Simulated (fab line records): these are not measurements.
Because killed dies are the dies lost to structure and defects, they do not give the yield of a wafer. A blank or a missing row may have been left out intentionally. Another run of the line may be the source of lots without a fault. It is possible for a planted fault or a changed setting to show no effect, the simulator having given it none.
One fault seen from 2 desks ; flow sky130 ; only its own numbers are on each desk; what lay behind them is given at the end

## AT THE TOOL OWNER'S DESK: implanter-03
For each lot that ran on this tool, the mean over its sampled wafers that have a number, from the tool's own readings at SKY_LDD_N_IMPLANT_08. If a lot's mean is further than 4 standard deviations from the usual mean, the lot is out of limits and carries the mark OUT (the distance appears in the brackets).
Columns: A = beam_on_s at SKY_LDD_N_IMPLANT_08, usual 10.3 s; B = end_station_pressure_torr at SKY_LDD_N_IMPLANT_08, usual 5.31e-06 Torr; C = faraday_current_uA at SKY_LDD_N_IMPLANT_08, usual 410
lot;first seen here;A;B;C
L916;day 21 01:38;10.9;5.14e-06;388
L922;day 21 21:50;12.2 (+4.6) OUT;8.00e-05 (+99 or more) OUT;340 (-4.1) OUT
L923;day 22 00:44;12.2 (+4.6) OUT;8.04e-05 (+99 or more) OUT;340 (-4.1) OUT
L924;day 22 08:28;12.2 (+4.6) OUT;8.44e-05 (+99 or more) OUT;339 (-4.2) OUT
L932;day 25 14:01;10.9;5.47e-06;387
This desk's finding: out of limits on L922, L923, L924; first on L922, day 21 21:50 (beam_on_s at SKY_LDD_N_IMPLANT_08). L916, L932: within limits.

## METROLOGY DESK
Lot by lot, what the gauges showed, no matter which tool ran the lot: averages of those sampled wafers that carry a number. If a lot's mean is further than 4 standard deviations from the usual mean, the lot is out of limits and carries the mark OUT (the distance appears in the brackets).
Columns: A = POLY_GATE_OXIDATION_THK at SKY_POLY_GATE_THK_MEAS_21, usual 3.98 nm; B = cd_nm at SKY_POLY_GATE_CD_MEAS_22, usual 150 nm; C = LDD_N_OVL at SKY_LDD_N_OVL_MEAS_07, usual -0.5 nm
lot;first seen here;A;B;C
L915;day 19 18:16;4.00;152;0.5
L916;day 19 18:17;4.08;148;-2.3
L922;day 20 15:12;3.99;151;-0.6
L923;day 20 18:10;4.03;150;-2.3
L924;day 21 01:43;4.09;149;-0.7
L928;day 22 19:22;3.90;152;0.7
L932;day 24 08:07;4.00;148;1.8
This desk found nothing out of limits on any of the 7 lots.

## ALL TOGETHER
An alarm could have come from the tool owner's desk at day 21 21:50, on L922, L923, L924.
The metrology desk saw nothing out of limits.
The metrology desk has L922, L923, L924 on record, within its limits.
On implanter-03, each named lot ran SKY_LDD_N_IMPLANT_08.

## WHAT THE SIMULATOR HAD PUT IN
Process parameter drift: implanter-03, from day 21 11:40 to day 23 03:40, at SKY_LDD_N_IMPLANT_08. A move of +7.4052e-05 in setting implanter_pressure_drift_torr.
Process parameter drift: implanter-03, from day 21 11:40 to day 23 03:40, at SKY_LDD_N_IMPLANT_08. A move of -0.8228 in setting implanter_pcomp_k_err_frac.
Lots struck among those shown: L922, L923, L924.
How many hours passed from the start of the fault until each desk's first out-of-limits reading: the tool owner's desk, 10.
